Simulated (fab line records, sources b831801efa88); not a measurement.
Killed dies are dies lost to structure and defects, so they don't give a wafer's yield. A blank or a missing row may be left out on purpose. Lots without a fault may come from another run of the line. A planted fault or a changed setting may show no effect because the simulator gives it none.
Which tool did it? | flow sky130 | 15 lots, 42 wafers sampled, at 3 steps of a route of 708

WHAT THE GAUGES READ, wafer by wafer
The record holds no reading of a measuring or inspecting step that can be judged against a usual standard deviation.

WHICH TOOL RAN EACH LOT (tool, then ch and the chambers of the sampled wafers, then the start)
lot  | SKY_FIELD_ISO_SOFTBAKE_09        | SKY_FIELD_ISO_STRIP_16              | SKY_PAD_OPEN_PROBE_99
L454 | litho_track-04 ch 0, day 2 03:00 | plasma_asher-01 ch 0,1, day 2 10:40 | prober-02, day 46 06:07
L455 | litho_track-03 ch 0, day 2 06:00 | plasma_asher-01 ch 0,1, day 2 14:40 | -
L456 | litho_track-04 ch 0, day 2 15:00 | plasma_asher-02 ch 0,1, day 2 23:05 | -
L457 | litho_track-03 ch 0, day 2 18:00 | plasma_asher-03 ch 0,1, day 3 02:30 | -
L459 | litho_track-03 ch 0, day 3 04:00 | plasma_asher-02 ch 0,1, day 3 12:54 | -
L460 | litho_track-01 ch 0, day 3 09:00 | plasma_asher-03 ch 0,1, day 3 17:54 | prober-01, day 47 14:58
L461 | litho_track-03 ch 0, day 3 13:00 | plasma_asher-02 ch 0,1, day 3 21:48 | -
L462 | litho_track-03 ch 0, day 3 18:00 | plasma_asher-02 ch 0,1, day 4 03:00 | -
L463 | litho_track-04 ch 0, day 4 00:00 | plasma_asher-03 ch 0,1, day 4 08:55 | -
L464 | litho_track-04 ch 0, day 4 05:00 | plasma_asher-01 ch 0,1, day 4 13:27 | -
L465 | litho_track-03 ch 0, day 4 09:00 | plasma_asher-02 ch 0,1, day 4 18:29 | -
L466 | litho_track-03 ch 0, day 4 15:00 | plasma_asher-02 ch 0,1, day 5 00:44 | -
L469 | litho_track-03 ch 0, day 5 07:00 | plasma_asher-02 ch 0, day 5 17:38   | prober-02, day 49 16:58
L473 | litho_track-03 ch 0, day 6 04:00 | plasma_asher-03 ch 0,1, day 6 14:59 | -
L474 | litho_track-03 ch 0, day 6 08:00 | plasma_asher-02 ch 1, day 6 19:32   | -
- SKY_FIELD_ISO_SOFTBAKE_09: time 90 s.
- SKY_FIELD_ISO_STRIP_16: strips in O2/N2.
- SKY_PAD_OPEN_PROBE_99

WHAT THE TOOLS THEMSELVES READ (means of the sampled wafers that have a number; where no wafer has one, the mark that the record gives instead)
SKY_FIELD_ISO_SOFTBAKE_09. Usual: heater_power_total_W 57.36 W, standard deviation 0.11; resist_line_temp_C 22.98 C, standard deviation 0.091; run_length_s 119.23 s, standard deviation 0.15.
lot  | tool           | heater_power_total_W (W) | resist_line_temp_C (C) | run_length_s (s) | flag
L454 | litho_track-04 | 57.31                    | 23.02                  | 119.05           |
L455 | litho_track-03 | 57.37                    | 22.99                  | 119.10           |
L456 | litho_track-04 | 57.23                    | 22.94                  | 119.30           |
L457 | litho_track-03 | 57.30                    | 22.98                  | 119.20           |
L459 | litho_track-03 | 57.35                    | 22.93                  | 119.27           |
L460 | litho_track-01 | 57.33                    | 22.98                  | 119.35           |
L461 | litho_track-03 | 57.27                    | 23.01                  | 119.28           |
L462 | litho_track-03 | 57.52                    | 23.03                  | 119.19           |
L463 | litho_track-04 | 57.32                    | 22.94                  | 119.11           |
L464 | litho_track-04 | 57.24                    | 22.89                  | 119.13           |
L465 | litho_track-03 | 57.36                    | 23.01                  | 119.21           |
L466 | litho_track-03 | 57.34                    | 23.06                  | 119.23           |
L469 | litho_track-03 | 59.31                    | 23.00                  | 111.41           | OFF
L473 | litho_track-03 | 59.05                    | 23.09                  | 111.34           | OFF
L474 | litho_track-03 | 59.27                    | 22.84                  | 111.35           | OFF

SKY_FIELD_ISO_STRIP_16. Usual: drypump_motor_current_A 6.0 A, standard deviation 0.49; n2_flow_sccm 300.0 sccm, standard deviation 0.9; oes_product_au 0.377 a.u., standard deviation 0.0049; strip_time_to_endpoint_s 3.541 s, standard deviation 0.03.
lot  | tool            | drypump_motor_current_A (A) | n2_flow_sccm (sccm) | oes_product_au (a.u.) | strip_time_to_endpoint_s (s) | flag
L454 | plasma_asher-01 | 6.4                         | 299.7               | 0.374                 | 3.546                        |
L455 | plasma_asher-01 | 6.2                         | 299.6               | 0.374                 | 3.520                        |
L456 | plasma_asher-02 | 5.5                         | 300.6               | 0.377                 | 3.587                        |
L457 | plasma_asher-03 | 6.2                         | 301.0               | 0.375                 | 3.558                        |
L459 | plasma_asher-02 | 5.5                         | 299.5               | 0.382                 | 3.583                        |
L460 | plasma_asher-03 | 6.2                         | 300.4               | 0.372                 | 3.499                        |
L461 | plasma_asher-02 | 5.5                         | 299.4               | 0.376                 | 3.546                        |
L462 | plasma_asher-02 | 5.5                         | 299.0               | 0.379                 | 3.550                        |
L463 | plasma_asher-03 | 6.2                         | 300.3               | 0.379                 | 3.536                        |
L464 | plasma_asher-01 | 6.4                         | 299.8               | 0.377                 | 3.547                        |
L465 | plasma_asher-02 | 5.4                         | 300.3               | 0.377                 | 3.516                        |
L466 | plasma_asher-02 | 5.5                         | 299.8               | 0.382                 | 3.564                        |
L469 | plasma_asher-02 | 5.6                         | 300.5               | 0.378                 | 3.555                        |
L473 | plasma_asher-03 | 6.3                         | 300.1               | 0.372                 | 3.538                        |
L474 | plasma_asher-02 | 5.4                         | 299.4               | 0.378                 | 3.526                        |

SKY_PAD_OPEN_PROBE_99. Usual: killed_at_M0_to_M3 42, standard deviation 7.3; killed_at_M4_up 3.2, standard deviation 1.8; killed_at_contacts 25, standard deviation 5.2; killed_at_front_end 15, standard deviation 4.6; killed_at_other 0.3, standard deviation 0.62; killed_dies 85, standard deviation 9.9; killed_open 46, standard deviation 7.1; killed_short 38, standard deviation 5.7.
lot  | tool      | killed_at_M0_to_M3 | killed_at_M4_up | killed_at_contacts | killed_at_front_end | killed_at_other | killed_dies | killed_open | killed_short | flag
L454 | prober-02 | 45                 | 3.7             | 25                 | 18                  | 0.0             | 91          | 54          | 37           |
L460 | prober-01 | 37                 | 4.3             | 27                 | 15                  | 0.0             | 83          | 47          | 36           |
L469 | prober-02 | 47                 | 7.0             | 18                 | 8                   | 0.0             | 80          | 46          | 34           |

THE ANSWER, worked out from the rows above alone
Rule: a lot is off if the mean of its wafers that have a number lies more than 3 standard deviations from the usual mean. A lot without any number at a reading at which 4 lots or more have one is off too. The other lots that the step has rows for count as sound. The gauges are gone through in route order, then the tools' own readings, and for those a lot's mean is taken as printed above. The first step at which some lot is off is used, and at that step the reading that is off furthest; a lot without a number counts as furthest.
Off: L469, L473, L474, at SKY_FIELD_ISO_SOFTBAKE_09 (run_length_s).
A tool fits if, at that step or a process step before it, it ran every lot that is off, and no sound lot after the first of them. One fits: litho_track-03 at SKY_FIELD_ISO_SOFTBAKE_09. Its last sound lot is L466 (day 4 15:00), its first lot that is off L469 (day 5 07:00): a fault that began between those two fits.
The tool's own readings at SKY_FIELD_ISO_SOFTBAKE_09 bear it out: on the lots that are off they differ by more than 5 times the standard deviation of the sound lots' means. heater_power_total_W reads 59.21 W there against 57.33 W on the sound lots; run_length_s reads 111.37 s there against 119.20 s on the sound lots.

WHAT THE SIMULATOR HAD PUT IN
Process parameter drift: litho_track-03, from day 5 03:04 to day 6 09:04, at SKY_FIELD_ISO_SOFTBAKE_09. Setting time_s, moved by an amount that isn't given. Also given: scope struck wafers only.
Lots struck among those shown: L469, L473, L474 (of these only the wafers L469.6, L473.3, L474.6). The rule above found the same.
